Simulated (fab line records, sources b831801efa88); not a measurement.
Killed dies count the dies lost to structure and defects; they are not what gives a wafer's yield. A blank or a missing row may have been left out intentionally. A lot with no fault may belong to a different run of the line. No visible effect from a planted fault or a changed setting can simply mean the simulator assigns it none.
A struck lot beside a sound one || flow gf180mcu || 15 out of 602 route steps
Sound: the wafers L889.1, L889.2, L889.6. Wafers L882.2, L882.3, L882.5 were the ones struck. At the end, the cause is stated.
Per side, at each step with rows, come the tool, then ch with its chambers, and then its first start. Under that, the readings that differ: sound wafers || struck wafers || difference of the means || sigmas: that difference in standard deviations of wafers without a fault.
alike: readings whose means differ by less than 2 such deviations, and words and numbers that are the same on both sides. not compared: withheld readings, readings that some wafer has no value for, bounds like >300 that may hide the same value, and numbers for which the record gives no deviation and whose values overlap.
Wherever a step has rows on one side only, a row that says differs or no value, or a row with sigmas, the two part there. Numbers that don't overlap but have no deviation are shown without sigmas and don't part them. A reading missing from all wafers of one side parts the sides only when that side holds two or more wafers.

first, 3 steps without rows for these wafers: GF_V1_EXPOSE_11 (exposes mask Via1, target cd 260 nm); GF_V1_PEB_12 (peb time 90 s); GF_V1_DEVELOP_13 (develop time 60 s).
GF_V1_CD_MEAS_14: the cd target is 260 nm.
  struck on cd sem-01, day 22 11:19; sound on cd sem-01, day 25 01:35
  alike: cd nm
GF_V1_OVL_MEAS_15:
  struck on overlay-01, day 22 11:25; sound on overlay-01, day 25 01:43
  alike: V1_OVL
GF_V1_ETCH_16: etches BARC in N2/H2.
  sound on rie diel-02 ch 1,2, day 25 01:45; struck on rie diel-04 ch 1,2, day 22 11:26
  alike: drypump motor current A, oes product au, throttle valve pct
GF_V1_ETCH_17: etches SiO2 in C4F8/O2/Ar, stops on TiN, target depth 630 nm.
  sound: rie diel-02 ch 1,2; struck: rie diel-04 ch 1,2
  alike: oes product au
GF_V1_STRIP_18: strips in O2/N2.
  sound on plasma asher-02 ch 0,1, day 25 01:53; struck on plasma asher-01 ch 0,1, day 22 11:34
  alike: drypump motor current A, heater power w, o2 flow sccm, oes product au
  not compared: rf hours counter h
then, 2 steps without rows for these wafers: GF_V1_STRIP_19 (strips in post etch residue remover, time 1200 s); GF_V1_CLEAN_20 (cleans in DIW).
GF_V1_SPUTTER_21: material Ti, target thk 15 nm, time 80.02 s.
  struck on pvd sputter-01, day 22 12:07; sound on pvd sputter-03, day 25 02:25
  alike: throttle valve pct
GF_V1_SPUTTER_22: material TiN, target thk 10 nm, time 40 s.
  struck on pvd sputter-01, day 22 12:11; sound on pvd sputter-03, day 25 02:28
  alike: throttle valve pct
GF_V1_CVD_23: deposits W, target thk 350 nm, time 105.05 s.
  sound on cvd w-01 ch 0,1, day 25 02:31; struck on cvd w-02 ch 0, day 22 12:13
  alike: heater power w
  not compared: model.W_of_V1_CVD_23.thk nm
GF_V1_RS_MEAS_24: uses a four-point probe to measure.
  struck on film metro-02, day 22 12:21; sound on film metro-04, day 25 02:37
  alike: V1_W_RS
-- the record jumps here: 10 days lie between the struck wafers' starts before and after (it left off in module V1 and takes up again in module PASSIVATION, whose first step shown is number 602 of the route) --
GF_PASSIVATION_PROBE_99:
  only the struck wafers here have rows in the record (prober-02, day 32 12:56); the sound ones have none

== WHERE THEY PART ==
GF_PASSIVATION_PROBE_99 only, going by this record.

WHY: the cause the simulator had injected
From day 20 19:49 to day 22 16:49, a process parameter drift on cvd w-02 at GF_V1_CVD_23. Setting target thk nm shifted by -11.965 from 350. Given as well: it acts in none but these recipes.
